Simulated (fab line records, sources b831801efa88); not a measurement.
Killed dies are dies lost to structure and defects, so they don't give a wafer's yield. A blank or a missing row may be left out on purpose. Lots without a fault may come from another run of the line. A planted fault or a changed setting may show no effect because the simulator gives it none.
Which tool did it? | flow gf180mcu | 7 lots, 21 wafers sampled, at 1 step of a route of 602

WHAT THE GAUGES READ, wafer by wafer
GF_M4_RS_MEAS_05: measures by four-point-probe.
lot  | measured     | on            | M4_ALCU_RS (ohm/sq)
L253 | day 22 19:13 | film_metro-04 | 0.0692 0.0682 0.0695
L256 | day 24 00:53 | film_metro-03 | 0.0695 0.0698 0.0686
L259 | day 25 07:23 | film_metro-03 | 0.0701 0.0705 0.0697
L261 | day 25 12:16 | film_metro-04 | 0.0693 0.0695 0.0699
L263 | day 26 09:49 | film_metro-02 | 0.0692 0.0692 0.0688
L265 | day 26 23:28 | film_metro-03 | 0.0683 0.0689 0.0682
L275 | day 29 20:02 | film_metro-03 | 0.0680 0.0680 0.0678

WHICH TOOL RAN EACH LOT (tool, then ch and the chambers of the sampled wafers, then the start)
The record holds no process step before these readings.

THE ANSWER, worked out from the rows above alone
Rule: what is usual is taken from the lots themselves. Put in order of their means at a reading, lots are off if they are a third of the lots or fewer, leave a main group of 4 or more, and stand apart from it by a gap of 3 or more times the standard deviation of the main group's means; of several such gaps the widest counts. A main group whose means are all the same, to the digits that the tables above print for the reading, isn't used. A lot without any number at a reading at which 4 lots or more have one is off too. The other lots that the step has rows for count as sound.
No lot is off at any reading shown: from this, nothing can be told.

WHAT THE SIMULATOR HAD PUT IN
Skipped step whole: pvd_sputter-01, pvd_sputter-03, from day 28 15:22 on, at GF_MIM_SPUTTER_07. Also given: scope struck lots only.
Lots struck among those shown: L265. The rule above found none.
